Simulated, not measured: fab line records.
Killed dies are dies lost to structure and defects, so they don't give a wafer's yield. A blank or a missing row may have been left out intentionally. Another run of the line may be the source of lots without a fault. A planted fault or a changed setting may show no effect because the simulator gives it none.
Check of tool commonality | flow sky130 | Sampled: 13 lots, 42 wafers

WHAT PROMPTED THE OPENING
Of 13 lots, 2 have the reading NWELL_RS flagged at SKY_NWELL_RS_MEAS_29. Wafers without a fault read 625.4 ohm/sq, standard deviation 1.4.
Rule: a lot is flagged in two cases, either no wafer of it has a number, or all its wafers with numbers fall more than 4 standard deviations from that mean. As for the other lots, they are considered sound.

lot  | measured     | on            | NWELL_RS (ohm/sq), wafer by wafer   | flag
L336 | day 5 17:11  | film-metro-04 | 622.9 623.9 624.4                   |
L338 | day 6 01:28  | film-metro-04 | 625.9 626.8 624.8                   |
L339 | day 6 07:45  | film-metro-04 | 625.0 624.9 624.4                   |
L340 | day 6 11:32  | film-metro-02 | 624.6 624.6 625.9                   |
L342 | day 6 20:56  | film-metro-03 | 626.8 624.6                         |
L343 | day 7 03:41  | film-metro-04 | 628.5 627.3 627.9                   |
L344 | day 7 12:31  | film-metro-04 | 625.6 626.8                         |
L346 | day 7 19:41  | film-metro-03 | 627.5 626.4 626.5                   |
L353 | day 9 16:18  | film-metro-04 | 605.6 606.9 605.6 604.7 606.5 605.6 | FLAGGED
L354 | day 10 05:33 | film-metro-03 | 602.5 603.6 603.8 603.1 604.0 604.1 | FLAGGED
L356 | day 10 14:28 | film-metro-02 | 626.3 626.3 626.9                   |
L357 | day 10 18:58 | film-metro-03 | 625.5 626.1 625.5                   |
L359 | day 11 06:02 | film-metro-02 | 625.7 626.1                         |
The numbers of the flagged lots are 604.7 ohm/sq on average: -20.7 ohm/sq against the usual, or -15 standard deviations.

WHICH TOOL EACH LOT WENT THROUGH
2 process steps preceding the reading are held in the record, out of 708 steps in the route. Cell contents, in order: the tool; ch with the chambers the sampled wafers went through; the start.
lot  | flag    | SKY_FIELD_ISO_CMP_27         | SKY_NWELL_IMPLANT_12
L336 |         | cmp-02 ch 0,1, day 2 19:01   | implanter-01 ch 0, day 4 23:54
L338 |         | cmp-02 ch 0,1, day 3 00:26   | implanter-04 ch 0, day 5 07:02
L339 |         | cmp-01 ch 1,2,3, day 3 06:15 | implanter-01 ch 0, day 5 12:14
L340 |         | cmp-01 ch 0,1,3, day 3 10:35 | implanter-01 ch 0, day 5 15:59
L342 |         | cmp-01 ch 0,2, day 3 17:38   | implanter-04 ch 0, day 6 01:16
L343 |         | cmp-01 ch 0,1,2, day 4 00:41 | implanter-03 ch 0, day 6 07:45
L344 |         | cmp-02 ch 0,2, day 4 07:29   | implanter-04 ch 0, day 6 16:17
L346 |         | cmp-02 ch 1,2, day 4 13:28   | implanter-03 ch 0, day 6 22:57
L353 | FLAGGED | cmp-02 ch 0,1,3, day 6 01:52 | implanter-03 ch 0, day 8 17:14
L354 | FLAGGED | cmp-01 ch 0,3, day 6 10:55   | implanter-03 ch 0, day 9 05:41
L356 |         | cmp-01 ch 0,3, day 6 20:26   | implanter-01 ch 0, day 9 15:14
L357 |         | cmp-01 ch 1,2,3, day 7 00:41 | implanter-04 ch 0, day 9 18:22
L359 |         | cmp-01 ch 1,3, day 7 07:18   | implanter-04 ch 0, day 10 04:53
What these steps do:
- SKY_FIELD_ISO_CMP_27: polishes, stops on Si3N4, t overpolish 16 s, target thk 457.8 nm.
- SKY_NWELL_IMPLANT_12
- SKY_NWELL_RS_MEAS_29: measures by four-point-probe.

FLAGGED AGAINST TOTAL, ONE TOOL AT A TIME (gauges that did the reading follow at the end)
step                 | tool          | lots run | flagged | share of the flagged lots | sound lots run after its first flagged lot
SKY_FIELD_ISO_CMP_27 | cmp-01        | 8        | 1       | some                      | 3 (L356,L357,L359)
SKY_FIELD_ISO_CMP_27 | cmp-02        | 5        | 1       | some                      | 0
SKY_NWELL_IMPLANT_12 | implanter-01  | 4        | 0       | none                      | -
SKY_NWELL_IMPLANT_12 | implanter-03  | 4        | 2       | all                       | 0
SKY_NWELL_IMPLANT_12 | implanter-04  | 5        | 0       | none                      | -
SKY_NWELL_RS_MEAS_29 | film-metro-02 | 3        | 0       | none                      | -
SKY_NWELL_RS_MEAS_29 | film-metro-03 | 4        | 1       | some                      | 1 (L357)
SKY_NWELL_RS_MEAS_29 | film-metro-04 | 6        | 1       | some                      | 0

WHAT THE TABLE PERMITS
In the table, 1 row covers all flagged lots: implanter-03 at SKY_NWELL_IMPLANT_12.
- implanter-03 at SKY_NWELL_IMPLANT_12: 2 of its 4 lots flagged. Last sound lot L346 at day 6 22:57, first flagged lot L353 at day 8 17:14; a fault beginning in between fits. Its own readings lie more than 4 standard deviations out on every wafer of the flagged lots: dose-ions-cm2, faraday-current-uA.
One tool is left: implanter-03 at SKY_NWELL_IMPLANT_12.

WHAT THE SIMULATOR PUT IN
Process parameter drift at SKY_NWELL_IMPLANT_12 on implanter-03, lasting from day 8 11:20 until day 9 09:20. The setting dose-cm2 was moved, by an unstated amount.
Lots struck among those shown: L353, L354. The rule above reached the same finding.
